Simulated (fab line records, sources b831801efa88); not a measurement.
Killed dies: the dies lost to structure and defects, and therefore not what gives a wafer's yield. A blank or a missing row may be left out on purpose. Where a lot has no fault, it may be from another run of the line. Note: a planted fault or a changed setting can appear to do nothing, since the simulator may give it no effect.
What tool caused it? || flow sky130 || 12 lots, 36 wafers sampled, at 3 steps of a route of 708

## WHAT THE GAUGES SHOWED, per wafer
SKY_VT_ADJUST_HVTR_TW_MEAS_11.
{"lot": "L493", "measured": "day 10 05:49", "on": "filmMetro-04", "VT_ADJUST_HVTR_TW": "216.4 217.3 216.0"}
{"lot": "L495", "measured": "day 10 08:16", "on": "filmMetro-03", "VT_ADJUST_HVTR_TW": "211.9 212.9 211.9"}
{"lot": "L494", "measured": "day 10 10:10", "on": "filmMetro-04", "VT_ADJUST_HVTR_TW": "216.2 218.1 216.7"}
{"lot": "L496", "measured": "day 10 21:04", "on": "filmMetro-02", "VT_ADJUST_HVTR_TW": "210.8 211.2 210.4"}
{"lot": "L497", "measured": "day 11 00:22", "on": "filmMetro-03", "VT_ADJUST_HVTR_TW": "212.5 214.0 213.7"}
{"lot": "L498", "measured": "day 11 07:31", "on": "filmMetro-04", "VT_ADJUST_HVTR_TW": "214.1 214.5 215.3"}
{"lot": "L499", "measured": "day 11 16:25", "on": "filmMetro-02", "VT_ADJUST_HVTR_TW": "210.8 211.2 211.3"}
{"lot": "L502", "measured": "day 12 18:38", "on": "filmMetro-04", "VT_ADJUST_HVTR_TW": "216.5 214.6 216.6"}
{"lot": "L504", "measured": "day 13 05:46", "on": "filmMetro-02", "VT_ADJUST_HVTR_TW": "211.5 211.3 211.4"}
{"lot": "L508", "measured": "day 15 00:33", "on": "filmMetro-04", "VT_ADJUST_HVTR_TW": "216.5 216.6 217.3"}
{"lot": "L507", "measured": "day 15 01:00", "on": "filmMetro-04", "VT_ADJUST_HVTR_TW": "215.9 215.4 217.0"}
{"lot": "L509", "measured": "day 15 12:24", "on": "filmMetro-04", "VT_ADJUST_HVTR_TW": "216.6 216.1 216.2"}

SKY_SONOS_TUNNEL_OVL_MEAS_08.
{"lot": "L493", "measured": "day 12 04:59", "on": "overlay-01", "SONOS_TUNNEL_OVL (nm)": "0.2 0.1 0.1"}
{"lot": "L495", "measured": "day 12 08:08", "on": "overlay-02", "SONOS_TUNNEL_OVL (nm)": "3.8 2.6 2.1"}
{"lot": "L494", "measured": "day 12 09:53", "on": "overlay-01", "SONOS_TUNNEL_OVL (nm)": "0.5 1.3 0.2"}
{"lot": "L496", "measured": "day 12 20:59", "on": "overlay-02", "SONOS_TUNNEL_OVL (nm)": "-1.7 -1.6 0.4"}
{"lot": "L497", "measured": "day 13 01:44", "on": "overlay-01", "SONOS_TUNNEL_OVL (nm)": "0.3 -0.2 -0.3"}
{"lot": "L498", "measured": "day 13 09:59", "on": "overlay-02", "SONOS_TUNNEL_OVL (nm)": "0.4 -1.3 -0.5"}
{"lot": "L499", "measured": "day 13 17:17", "on": "overlay-02", "SONOS_TUNNEL_OVL (nm)": "0.6 -1.4 0.8"}
{"lot": "L502", "measured": "day 14 22:29", "on": "overlay-02", "SONOS_TUNNEL_OVL (nm)": "2.3 0.7 1.0"}
{"lot": "L504", "measured": "day 15 09:17", "on": "overlay-02", "SONOS_TUNNEL_OVL (nm)": "0.9 0.2 -0.8"}
{"lot": "L508", "measured": "day 17 06:47", "on": "overlay-02", "SONOS_TUNNEL_OVL (nm)": "-1.8 -1.9 -2.3"}
{"lot": "L507", "measured": "day 17 08:20", "on": "overlay-01", "SONOS_TUNNEL_OVL (nm)": "0.8 0.3 0.1"}
{"lot": "L509", "measured": "day 17 21:29", "on": "overlay-01", "SONOS_TUNNEL_OVL (nm)": "0.6 0.2 -0.2"}

SKY_SONOS_ONO_OVL_MEAS_14.
{"lot": "L493", "measured": "day 13 11:31", "on": "overlay-02", "SONOS_ONO_OVL (nm)": "-1.7 -1.4 -2.7"}
{"lot": "L495", "measured": "day 13 15:41", "on": "overlay-02", "SONOS_ONO_OVL (nm)": "-2.3 -0.9 -0.8"}
{"lot": "L494", "measured": "day 13 16:59", "on": "overlay-01", "SONOS_ONO_OVL (nm)": "-0.4 0.3 -1.0"}
{"lot": "L496", "measured": "day 14 04:16", "on": "overlay-02", "SONOS_ONO_OVL (nm)": "-2.7 0.5 -0.9"}
{"lot": "L497", "measured": "day 14 11:07", "on": "overlay-02", "SONOS_ONO_OVL (nm)": "-0.1 -1.2 -1.7"}
{"lot": "L498", "measured": "day 14 17:16", "on": "overlay-02", "SONOS_ONO_OVL (nm)": "-0.5 -0.4 -0.4"}
{"lot": "L499", "measured": "day 15 02:28", "on": "overlay-02", "SONOS_ONO_OVL (nm)": "-3.0 -2.5 -4.1"}
{"lot": "L502", "measured": "day 16 06:50", "on": "overlay-01", "SONOS_ONO_OVL (nm)": "-1.1 -0.5 -1.4"}
{"lot": "L504", "measured": "day 16 19:10", "on": "overlay-01", "SONOS_ONO_OVL (nm)": "-2.3 -3.4 -1.4"}
{"lot": "L508", "measured": "day 18 17:37", "on": "overlay-01", "SONOS_ONO_OVL (nm)": "-0.2 0.1 -0.6"}
{"lot": "L507", "measured": "day 18 18:38", "on": "overlay-02", "SONOS_ONO_OVL (nm)": "-0.2 -1.3 -1.1"}
{"lot": "L509", "measured": "day 19 08:58", "on": "overlay-01", "SONOS_ONO_OVL (nm)": "-2.2 -0.5 -1.8"}

## WHICH TOOL RAN EACH LOT (tool, then ch and the chambers of the sampled wafers, then the start)
Record: no process step prior to these readings.

## AS READ BY THE TOOLS THEMSELVES (means over the sampled wafers that have a number; for cases with no such wafer, the mark the record gives instead)
The record holds no such reading with a usual standard deviation.

## THE ANSWER, worked out from the rows above alone
Rule: usual is defined by the lots themselves. Put in order of their means at a reading, lots are off if they are a third of the lots or fewer, leave a main group of 4 or more, and stand apart from it by a gap of 3 or more times the standard deviation of the main group's means; of several such gaps the widest counts. The tables above print the reading to a certain number of digits; a main group whose means all agree to those digits is not used. A lot without any number at a reading at which 4 lots or more have one is off too. Any other lot the step has rows for is counted as sound. Order of review: gauges by route order, followed by the tools' own readings, for which a lot's mean as printed above is used. At the first step where some lot is off, the reading lying furthest off is the one used; lots without a number count as furthest.
No lot is off at any reading shown: from this, nothing can be told.

## WHAT THE SIMULATOR HAD PUT IN
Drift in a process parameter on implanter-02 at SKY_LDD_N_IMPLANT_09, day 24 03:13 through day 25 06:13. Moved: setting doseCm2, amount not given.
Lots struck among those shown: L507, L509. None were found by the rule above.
